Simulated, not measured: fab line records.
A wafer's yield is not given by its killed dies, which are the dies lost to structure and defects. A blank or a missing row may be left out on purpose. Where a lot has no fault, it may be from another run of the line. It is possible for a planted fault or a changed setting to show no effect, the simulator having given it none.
Matching of chambers    flow sky130    SKY_VIA2_CMP_24 on cmp-02: 4 sister chambers
The step polishes, stops on SiO2, t overpolish 20 s, target thk 0 nm. 8 wafers are shown with their chamber, then 12 later ones without.

## WAFERS PAIRED WITH THEIR CHAMBERS
wafer   chamber  motor current A (A)  time to endpoint s (s)
L086.6  2        12.0                 107
L092.5  0        10.3                 104
L092.6  3        12.1                 101
L093.1  3        12.3                 105
L093.4  0        10.5                 102
L094.1  1        11.3                 105
L094.5  1        11.8                 99
L094.6  2        12.0                 107

## WAFERS WITH NO CHAMBER GIVEN
wafer   motor current A (A)  time to endpoint s (s)
L094.2  11.4                 97
L094.3  12.0                 103
L094.4  10.4                 103
L096.3  11.2                 104
L096.4  12.0                 103
L096.5  12.1                 102
L097.1  11.5                 108
L097.5  11.6                 109
L097.6  11.2                 106
L097.2  10.4                 104
L097.3  11.9                 104
L097.4  11.4                 110

## WHICH CHAMBER EACH WENT THROUGH
wafer    from the rows above            in truth
L094.2   1                              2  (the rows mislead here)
L094.3   can't be placed: 3 or 2 or 1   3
L094.4   0                              0
L096.3   1                              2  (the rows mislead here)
L096.4   can't be placed: 3 or 2 or 1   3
L096.5   can't be placed: 3 or 2        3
L097.1   can't be placed: 1 or 2 or 3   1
L097.5   can't be placed: 2 or 1 or 3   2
L097.6   can't be placed: 1 or 2 or 0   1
L097.2   0                              0
L097.3   can't be placed: 2 or 3 or 1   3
L097.4   can't be placed: 1 or 2 or 3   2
Placed correctly: 2 of 12. Cannot be placed on the basis of these rows: 8; the candidates contain the true chamber in 8. Number placed wrongly: 2.
How it was worked out, from the rows above alone: a wafer's distance from a chamber is the root of the sum, over the readings, of the square of ((its reading less the chamber's mean) divided by the reading's scatter). If the next closest chamber is less than 2 further off than the closest, the wafer can't be placed; otherwise it belongs to the closest. For every chamber, the mean is computed from those of its wafers that are shown. How the scatter is found: for the shown wafers, subtract from each reading the mean of its chamber, square and add these, divide the total by (wafers less chambers), then take the root.
